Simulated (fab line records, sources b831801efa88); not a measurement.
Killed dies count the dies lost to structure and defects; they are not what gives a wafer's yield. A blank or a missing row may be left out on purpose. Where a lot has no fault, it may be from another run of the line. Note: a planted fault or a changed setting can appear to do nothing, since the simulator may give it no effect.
Chamber matching ; flow gf180mcu ; cmp-01 running GF_V4_CMP_26: 4 sister chambers
The step polishes, stops on SiO2, t overpolish 15 s, target thk 0 nm. 16 wafers are shown with their chamber, then 8 later ones without.

## WAFERS PAIRED WITH THEIR CHAMBERS
wafer;chamber;motor current A (A);edge zone pressure frac;time to endpoint s (s)
L460.3;0;9.9;1.002;78
L460.5;1;10.5;1.004;82
L460.6;2;12.6;0.994;84
L462.1;3;9.9;1.002;86
L462.2;1;10.4;1.005;83
L462.3;2;11.8;1.000;86
L466.3;3;10.4;0.999;86
L466.5;2;12.7;1.002;83
L466.6;1;10.6;1.006;80
L468.1;3;10.8;1.000;88
L468.5;3;10.6;1.001;87
L468.6;0;10.2;1.002;88
L467.1;0;9.7;1.002;88
L467.2;2;12.4;1.008;88
L467.6;1;10.7;1.002;88
L470.1;3;10.7;0.994;90

SIGNATURES, as means of the wafers listed above
reading;chamber 0;chamber 1;chamber 2;chamber 3;scatter within a chamber
motor current A;9.933;10.550;12.375;10.480;0.313
edge zone pressure frac;1.00200;1.00425;1.00100;0.99920;0.00351
time to endpoint s;84.67;83.25;85.25;87.40;3.26
Rule: a wafer lies at a distance from a chamber equal to the root of the sum of squares, over the readings, of (its reading less the chamber's mean, divided by the reading's scatter). The wafer belongs to the nearest chamber; if the next one is less than 2 further off, it can't be placed. How the scatter is found: for the shown wafers, subtract from each reading the mean of its chamber, square and add these, divide the total by (wafers less chambers), then take the root.

## WAFERS WHOSE CHAMBER IS MISSING
wafer;motor current A (A);edge zone pressure frac;time to endpoint s (s)
L470.2;12.7;1.008;90
L470.4;10.4;1.000;88
L471.2;10.8;1.012;83
L471.3;10.4;0.994;86
L471.5;12.0;1.009;88
L473.4;10.6;0.999;91
L473.5;10.5;0.996;85
L473.6;11.7;0.997;85

## CHAMBER TAKEN BY EACH
wafer;from the rows above;in truth
L470.2;2;2
L470.4;can't be placed: 3 or 0 or 1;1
L471.2;can't be placed: 1 or 0 or 3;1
L471.3;can't be placed: 3 or 0 or 1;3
L471.5;2;2
L473.4;can't be placed: 3 or 1 or 0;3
L473.5;can't be placed: 3 or 1 or 0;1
L473.6;can't be placed: 2 or 3 or 1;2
Correct placement for 2 of the 8. From these rows, 6 cannot be placed; in 6 the true chamber is one of the candidates. 0 placed wrongly.
